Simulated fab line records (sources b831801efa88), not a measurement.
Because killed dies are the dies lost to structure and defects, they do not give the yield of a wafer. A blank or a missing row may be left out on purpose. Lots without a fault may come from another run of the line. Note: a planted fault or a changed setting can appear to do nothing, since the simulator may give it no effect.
What tool caused it? :: flow sky130 :: 14 lots, 42 wafers sampled, at 2 steps of a route of 708

## WHAT THE GAUGES SHOWED, per wafer
SKY_VIA3_CD_MEAS_12 targets a cd of 200 nm.
lot: L383
measured: day 40 16:07
on: cd-sem-02
cd-nm (nm): 197.9 199.3 198.4

lot: L384
measured: day 40 22:49
on: cd-sem-01
cd-nm (nm): 201.4 200.5 200.6

lot: L387
measured: day 41 00:46
on: cd-sem-02
cd-nm (nm): 198.5 200.1 199.4

lot: L394
measured: day 42 11:46
on: cd-sem-02
cd-nm (nm): 200.7 200.6 199.5

lot: L393
measured: day 42 12:46
on: cd-sem-02
cd-nm (nm): 197.9 197.7 197.7

lot: L395
measured: day 43 03:41
on: cd-sem-01
cd-nm (nm): 201.3 200.8 202.8

lot: L396
measured: day 43 05:12
on: cd-sem-01
cd-nm (nm): 199.8 200.6 199.6

lot: L397
measured: day 43 08:59
on: cd-sem-01
cd-nm (nm): 199.9 199.8 200.7

lot: L401
measured: day 45 01:44
on: cd-sem-01
cd-nm (nm): 201.0 202.1 202.6

lot: L402
measured: day 45 03:39
on: cd-sem-01
cd-nm (nm): 200.5 200.8 201.5

lot: L403
measured: day 45 07:38
on: cd-sem-01
cd-nm (nm): 198.3 199.7 198.7

lot: L404
measured: day 45 10:11
on: cd-sem-01
cd-nm (nm): 201.0 201.4 201.1

lot: L405
measured: day 45 12:15
on: cd-sem-01
cd-nm (nm): 200.3 199.6 199.8

lot: L406
measured: day 45 22:44
on: cd-sem-02
cd-nm (nm): 199.2 198.8 197.5

SKY_VIA3_RS_MEAS_22: measures by four-point-probe.
lot: L383
measured: day 40 17:11
on: film-metro-03
VIA3_W_RS (ohm/sq): 0.295 0.300 0.297

lot: L384
measured: day 40 23:52
on: film-metro-01
VIA3_W_RS (ohm/sq): 0.291 0.293 0.291

lot: L387
measured: day 41 01:48
on: film-metro-03
VIA3_W_RS (ohm/sq): 0.294 0.291 0.293

lot: L394
measured: day 42 12:48
on: film-metro-03
VIA3_W_RS (ohm/sq): 0.299 0.300 0.296

lot: L393
measured: day 42 13:50
on: film-metro-01
VIA3_W_RS (ohm/sq): 0.287 0.289 0.293

lot: L395
measured: day 43 04:46
on: film-metro-03
VIA3_W_RS (ohm/sq): 0.290 0.298 0.297

lot: L396
measured: day 43 06:16
on: film-metro-03
VIA3_W_RS (ohm/sq): 0.293 0.294 0.298

lot: L397
measured: day 43 10:04
on: film-metro-01
VIA3_W_RS (ohm/sq): 0.294 0.292 0.292

lot: L401
measured: day 45 07:01
on: film-metro-01
VIA3_W_RS (ohm/sq): 0.297 0.289 0.294

lot: L402
measured: day 45 07:35
on: film-metro-03
VIA3_W_RS (ohm/sq): 0.293 0.294 0.296

lot: L403
measured: day 45 08:41
on: film-metro-03
VIA3_W_RS (ohm/sq): 0.295 0.295 0.294

lot: L404
measured: day 45 11:14
on: film-metro-01
VIA3_W_RS (ohm/sq): 0.293 0.293 0.290

lot: L405
measured: day 45 13:17
on: film-metro-04
VIA3_W_RS (ohm/sq): 0.293 0.291 0.295

lot: L406
measured: day 45 23:46
on: film-metro-04
VIA3_W_RS (ohm/sq): 0.287 0.294 0.290

## EACH LOT AND THE TOOL THAT RAN IT (in order: tool; ch and the chambers of the sampled wafers; start)
Record: no process step prior to these readings.

## WHAT THE TOOLS THEMSELVES READ (means of the sampled wafers that have a number; where no wafer has one, the mark that the record gives instead)
The record holds no such reading with a usual standard deviation.

## THE ANSWER, worked out from the rows above alone
Rule: what is usual is taken from the lots themselves. Put in order of their means at a reading, lots are off if they are a third of the lots or fewer, leave a main group of 4 or more, and stand apart from it by a gap of 3 or more times the standard deviation of the main group's means; of several such gaps the widest counts. A main group whose means are all the same, to the digits that the tables above print for the reading, isn't used. Also off: a lot with no number at a reading for which 4 or more lots have one. All remaining lots with rows at the step are treated as sound. Order of review: gauges by route order, followed by the tools' own readings, for which a lot's mean as printed above is used. The first step at which some lot is off is used, and at that step the reading that is off furthest; a lot without a number counts as furthest.
No lot is off on any of the readings shown, so nothing can be concluded from this.

## WHAT THE SIMULATOR HAD INSERTED
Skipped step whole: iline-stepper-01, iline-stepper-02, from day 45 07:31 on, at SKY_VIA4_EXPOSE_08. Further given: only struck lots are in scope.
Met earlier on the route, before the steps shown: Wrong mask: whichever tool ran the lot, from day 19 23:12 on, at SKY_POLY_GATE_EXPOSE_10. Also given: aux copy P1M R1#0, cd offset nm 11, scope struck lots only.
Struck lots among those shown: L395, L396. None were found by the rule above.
